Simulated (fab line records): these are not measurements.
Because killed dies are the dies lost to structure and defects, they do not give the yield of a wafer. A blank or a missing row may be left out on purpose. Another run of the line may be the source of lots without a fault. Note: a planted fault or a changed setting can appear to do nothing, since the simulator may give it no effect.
Problem report in the 8D (eight disciplines) form, filled by code / flow gf180mcu / the parts of the form that need people (team, actions taken, sign-off) are left out

## 1. PROBLEM STATEMENT
Wafers free of any fault read 9.98 nm (standard deviation 0.18) for STI_OXIDATION_02_THK at GF_STI_THK_MEAS_30, against a mean of 7.34 nm on 6 wafers of 2 lots. Measured from the usual mean, that is -15 standard deviations.
First observed at day 5 06:21: wafer L965.2, on filmMetro-02. At this step, 36 wafers from 12 lots have a number in the record. The rule behind "out" and "out of limits": a value lying over 4 standard deviations away from the usual mean. The other wafers with a number count as sound.

## 2. WHAT IT IS AND WHAT IT IS NOT
question=which readings at this step | is=STI_OXIDATION_02_THK | is not=-
question=which lots | is=L965, L967 | is not=L951, L954, L955, L956, L957, L959, L960, L964, L966, L974
question=which wafers of those lots | is=all that have a number | is not=-
question=read on which gauges | is=filmMetro-02, filmMetro-03 | is not=filmMetro-04
question=when | is=from day 5 06:21 | is not=up to then (24 sound wafers); but 6 sound wafers of L966, L974 came after

## 3. THE SUSPECTS, EACH WITH WHAT RULES IT OUT
Counting: a tool at any process step up to the reading remains a suspect when it ran all the lots that are out and ran no sound lot after the first of those.
- ruled out: the gauge at GF_STI_THK_MEAS_30. 2 gauges (filmMetro-02, filmMetro-03) read the wafers that are out.
- furnace-02 at GF_STI_OXIDATION_29 (stabilise 600 s, purge 300 s, target thk 10 nm): kept. Every lot that is out went through it, starting with L965 (day 5 04:57), and after that it ran no sound lot; the last sound lot it ran before then is L964 (day 5 00:53).
After counting, what remains is furnace-02 at GF_STI_OXIDATION_29.

## 4. THE CAUSE (what the simulator had put in)
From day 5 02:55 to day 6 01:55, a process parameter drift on furnace-02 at GF_STI_OXIDATION_29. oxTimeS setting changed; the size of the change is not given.
After counting, this tool was the only one left.

## 5. SEQUENCE OF EFFECTS, ordered by route
Each row: a reading whose mean over the struck wafers that have a number lies more than 3 standard deviations from the usual. Only readings whose record carries a usual standard deviation are examined. hours: median over the lots of the time between each lot's start at the first step of this table that gives one and its start at this step. sigmas: the change, counted in usual standard deviations.
hours=0; step=GF_STI_THK_MEAS_30; reading=STI_OXIDATION_02_THK; usual=9.98 nm; on struck wafers=7.34; change=-2.64; sigmas=-15
At these later measuring or inspecting steps, every struck wafer for which the step has a row has a number for every such reading, and none has moved that far: GF_M1_CD_MEAS_14, GF_M1_OVL_MEAS_15.

## 6. WHAT WOULD HAVE CAUGHT IT SOONER
3 hours passed between the start of the fault at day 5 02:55 and the first reading out of limits at a measuring or inspecting step in this record, taken at day 5 06:21.
No tool reading at GF_STI_OXIDATION_29 that has a usual standard deviation in the record was out on any struck wafer, so an alarm limit of 4 standard deviations on those readings would not have fired.
Among the 2 lots that are out, L967 began GF_STI_OXIDATION_29 on furnace-02 after day 5 06:21. It would have been spared by a hold on the tool at that moment.
